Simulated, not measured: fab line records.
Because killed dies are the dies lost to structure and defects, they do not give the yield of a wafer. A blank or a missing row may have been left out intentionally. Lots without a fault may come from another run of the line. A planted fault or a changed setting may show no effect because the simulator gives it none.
A struck lot beside a sound one -- flow sky130 -- 42 out of 708 route steps
Sound: wafers L395.4, L395.5, L395.6. The struck wafers were L405.1, L405.3, L405.5. The cause comes at the end.
At each step with rows: each side's tool, then ch and its chambers, then its first start. Under that, the readings that differ: sound wafers -- struck wafers -- difference of the means -- sigmas: that difference in standard deviations of wafers without a fault.
alike: readings with means less than 2 such deviations apart, plus words and numbers identical on both sides. not compared: withheld readings, readings lacking a value on some wafer, bounds such as >300 that could conceal the same value, and numbers that have no deviation in the record and whose values overlap.
Wherever a step has rows on one side only, a row that says differs or no value, or a row with sigmas, the two part there. Numbers that don't overlap but have no deviation are shown without sigmas and don't part them. A reading missing from all wafers of one side parts the sides only when that side holds two or more wafers.

SKY_SD_P_CD_MEAS_07 targets a cd of 380 nm.
  sound on cd-sem-02 at day 24 23:47; struck on cd-sem-01 at day 29 06:19
  alike: cd-nm
SKY_SD_P_OVL_MEAS_08:
  sound on overlay-02 at day 24 23:52; struck on overlay-01 at day 29 06:26
  alike: SD_P_OVL
following that, these wafers have no rows for 1 step: SKY_SD_P_IMPLANT_09.
SKY_SD_P_STRIP_10: strips in O2/N2.
  sound on plasma-asher-01 ch 0,1, day 25 00:04; struck on plasma-asher-03 ch 1, day 29 06:37
  alike: drypump-motor-current-A, oes-product-au, strip-time-to-endpoint-s
  not compared: rf-hours-counter-h
SKY_SD_P_TW_MEAS_11:
  sound on film-metro-03 at day 25 00:10; struck on film-metro-03 at day 29 06:43
  alike: SD_P_TW
then, 7 steps without rows for these wafers: SKY_RES_XHIGH_DEHYDRATE_00 (time 60 s); SKY_RES_XHIGH_HMDS_01 (prime time 60 s); SKY_RES_XHIGH_COAT_02 (resist thk 1140 nm); SKY_RES_XHIGH_SOFTBAKE_03 (time 60 s); SKY_RES_XHIGH_EXPOSE_04 (exposes mask URPM, target cd 1270 nm); SKY_RES_XHIGH_PEB_05; SKY_RES_XHIGH_DEVELOP_06 (develop time 60 s).
SKY_RES_XHIGH_IMPLANT_07:
  sound on implanter-01 ch 0, day 26 05:58; struck on implanter-03 ch 0, day 30 10:37
SKY_RES_XHIGH_STRIP_08: strips in O2/N2.
  sound on plasma-asher-02 ch 0,1, day 26 06:04; struck on plasma-asher-01 ch 0,1, day 30 10:46
reading,sound,struck,difference,sigmas
drypump-motor-current-A (A),5.31 5.30 5.35,6.04 6.06 5.87,+0.67,+2
  alike: oes-product-au, strip-time-to-endpoint-s
  not compared: rf-hours-counter-h
SKY_RES_XHIGH_TW_MEAS_09:
  sound on film-metro-01 at day 26 06:10; struck on film-metro-04 at day 30 10:52
  alike: RES_XHIGH_TW
then, 7 steps without rows for these wafers: SKY_SD_N_DEHYDRATE_00 (time 60 s); SKY_SD_N_HMDS_01 (prime time 60 s); SKY_SD_N_COAT_02 (resist thk 1140 nm); SKY_SD_N_SOFTBAKE_03 (time 60 s); SKY_SD_N_EXPOSE_04 (exposes mask NSDM, target cd 380 nm); SKY_SD_N_PEB_05; SKY_SD_N_DEVELOP_06 (develop time 60 s).
SKY_SD_N_CD_MEAS_07 targets a cd of 380 nm.
  sound on cd-sem-02 at day 27 10:26; struck on cd-sem-01 at day 31 14:59
reading,sound,struck,difference,sigmas
cd-nm (nm),384.7 386.8 383.1,377.3 378.2 378.6,-6.8,-3
SKY_SD_N_OVL_MEAS_08:
  sound on overlay-01 at day 27 10:31; struck on overlay-01 at day 31 15:06
  alike: SD_N_OVL
then, 2 steps without rows for these wafers: SKY_SD_N_IMPLANT_09; SKY_SD_N_IMPLANT_10.
SKY_SD_N_STRIP_11: strips in O2/N2.
  sound on plasma-asher-04 ch 0,1, day 27 10:52; struck on plasma-asher-04 ch 0, day 31 15:26
  alike: drypump-motor-current-A, oes-product-au, strip-time-to-endpoint-s
  not compared: rf-hours-counter-h
SKY_SD_N_TW_MEAS_12:
  sound on film-metro-01 at day 27 10:58; struck on film-metro-01 at day 31 15:32
  alike: SD_N_TW
then, 1 step without rows for these wafers: SKY_SD_N_CLEAN_13 (cleans in SC1/SC2, time 150 s).
SKY_SD_N_RTA_14: time 2 s.
  sound on rtp-anneal-02 ch 0, day 27 11:04; struck on rtp-anneal-02 ch 0, day 31 15:38
  alike: lamp-power-pct, wafer_temp_C_max
SKY_SD_N_RS_MEAS_16: measurement is done with a four-point probe.
  sound on film-metro-04 at day 27 11:17; struck on film-metro-01 at day 31 15:52
  alike: SD_N_RS
SKY_SD_N_RS_MEAS_17: measurement is done with a four-point probe.
  sound on film-metro-04 at day 27 11:24; struck on film-metro-01 at day 31 15:59
  alike: SD_P_RS
SKY_SD_N_RS_MEAS_18: measurement is done with a four-point probe.
  sound on film-metro-04 at day 27 11:31; struck on film-metro-01 at day 31 16:07
  alike: RES_XHIGH_RS
then, 2 steps without rows for these wafers: SKY_SALICIDE_CLEAN_00 (cleans in HF-last, time 30 s); SKY_LI_CONTACT_HDPCVD_00 (deposits PSG, target thk 930 nm, time 155 s).
SKY_LI_CONTACT_THK_MEAS_01:
  sound on film-metro-03 at day 27 11:44; struck on film-metro-03 at day 31 16:21
  alike: LI_CONTACT_HDPCVD_THK
SKY_LI_CONTACT_CMP_02: polishes PSG.
  sound on cmp-01 ch 0,2,3, day 27 11:52; struck on cmp-01 ch 0,1,2, day 31 16:25
  alike: edge-zone-pressure-frac, motor-current-A, time-to-endpoint-s
SKY_LI_CONTACT_BOW_MEAS_03:
  sound on film-metro-01 at day 27 12:07; struck on film-metro-04 at day 31 16:43
  alike: LI_CONTACT_BOW
then, 3 steps without rows for these wafers: SKY_LI_CONTACT_DEHYDRATE_04 (time 60 s); SKY_LI_CONTACT_HMDS_05 (prime time 60 s); SKY_LI_CONTACT_COAT_06 (resist thk 60 nm).
-- here the record skips 17 days between the struck wafers' starts before and after, leaving off in module LI_CONTACT and picking up in module PAD_OPEN (first step shown: number 708 of the route) --
SKY_PAD_OPEN_PROBE_99:
  sound on prober-02 at day 45 12:09; struck on prober-02 at day 48 11:51
reading,sound,struck,difference,sigmas
model.etest.res-xhigh-po.rs-ohm-sq-rim-less-centre,118.1 96.23 96.13,-102 -103.2 -116.8,-211,
  alike: killed_at_M0_to_M3, killed_at_M4_up, killed-at-contacts, killed-at-front-end, killed-at-other, killed-dies, killed-open, killed-short

== WHERE THEY PART ==
At SKY_RES_XHIGH_STRIP_08 first; at SKY_SD_N_CD_MEAS_07 last (within this record only). Later steps at which nothing parts them and some readings are alike: SKY_SD_N_OVL_MEAS_08, SKY_SD_N_STRIP_11, SKY_SD_N_TW_MEAS_12, SKY_SD_N_RTA_14, SKY_SD_N_RS_MEAS_16, SKY_SD_N_RS_MEAS_17, SKY_SD_N_RS_MEAS_18, SKY_LI_CONTACT_THK_MEAS_01, SKY_LI_CONTACT_CMP_02, SKY_LI_CONTACT_BOW_MEAS_03, SKY_PAD_OPEN_PROBE_99.

WHY: whatever the simulator had introduced
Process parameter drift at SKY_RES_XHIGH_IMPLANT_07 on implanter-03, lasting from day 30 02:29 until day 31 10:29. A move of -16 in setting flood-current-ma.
